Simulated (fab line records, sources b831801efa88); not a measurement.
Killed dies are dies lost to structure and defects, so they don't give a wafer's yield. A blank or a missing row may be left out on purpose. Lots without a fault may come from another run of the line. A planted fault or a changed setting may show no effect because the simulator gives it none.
Which tool did it? | flow sky130 | 11 lots, 33 wafers sampled, at 2 steps of a route of 708

WHAT THE GAUGES READ, wafer by wafer
SKY_SONOS_TUNNEL_CD_MEAS_07: target cd 410 nm.
lot  | measured     | on        | cd_nm (nm)
L433 | day 11 06:30 | cd_sem-01 | 414 412 412
L434 | day 11 11:39 | cd_sem-02 | 406 407 409
L435 | day 11 23:43 | cd_sem-01 | 405 403 403
L436 | day 12 06:36 | cd_sem-02 | 411 411 412
L437 | day 12 17:31 | cd_sem-01 | 412 411 410
L445 | day 15 13:16 | cd_sem-02 | 408 408 408
L452 | day 17 18:15 | cd_sem-01 | 409 410 411
L453 | day 18 01:11 | cd_sem-01 | 411 408 410
L454 | day 18 11:55 | cd_sem-02 | 410 411 411
L455 | day 18 19:02 | cd_sem-02 | 412 412 414
L456 | day 19 02:01 | cd_sem-02 | 405 405 405

SKY_SONOS_ONO_THK_MEAS_01.
lot  | measured     | on            | SONOS_ONO_OXIDATION_THK (nm)
L433 | day 11 09:36 | film_metro-04 | 2.60 2.61 2.59
L434 | day 11 18:55 | film_metro-04 | 2.53 2.61 2.64
L435 | day 12 03:46 | film_metro-03 | 2.45 2.49 2.54
L436 | day 12 10:15 | film_metro-02 | 2.58 2.56 2.56
L437 | day 12 19:29 | film_metro-02 | 2.57 2.63 2.60
L445 | day 15 15:17 | film_metro-04 | 2.64 2.61 2.67
L452 | day 17 21:37 | film_metro-04 | 2.61 2.60 2.64
L453 | day 18 03:11 | film_metro-03 | 2.59 2.50 2.54
L454 | day 18 15:14 | film_metro-02 | 2.62 2.65 2.63
L455 | day 18 21:47 | film_metro-04 | 2.61 2.64 2.60
L456 | day 19 04:00 | film_metro-04 | 2.60 2.68 2.60

WHICH TOOL RAN EACH LOT (tool, then ch and the chambers of the sampled wafers, then the start)
The record holds no process step before these readings.

WHAT THE TOOLS THEMSELVES READ (means of the sampled wafers that have a number; where no wafer has one, the mark that the record gives instead)
The record holds no such reading with a usual standard deviation.

THE ANSWER, worked out from the rows above alone
Rule: what is usual is taken from the lots themselves. Put in order of their means at a reading, lots are off if they are a third of the lots or fewer, leave a main group of 4 or more, and stand apart from it by a gap of 3 or more times the standard deviation of the main group's means; of several such gaps the widest counts. A main group whose means are all the same, to the digits that the tables above print for the reading, isn't used. A lot without any number at a reading at which 4 lots or more have one is off too. The other lots that the step has rows for count as sound. The gauges are gone through in route order, then the tools' own readings, and for those a lot's mean is taken as printed above. The first step at which some lot is off is used, and at that step the reading that is off furthest; a lot without a number counts as furthest.
No lot is off at any reading shown: from this, nothing can be told.

WHAT THE SIMULATOR HAD PUT IN
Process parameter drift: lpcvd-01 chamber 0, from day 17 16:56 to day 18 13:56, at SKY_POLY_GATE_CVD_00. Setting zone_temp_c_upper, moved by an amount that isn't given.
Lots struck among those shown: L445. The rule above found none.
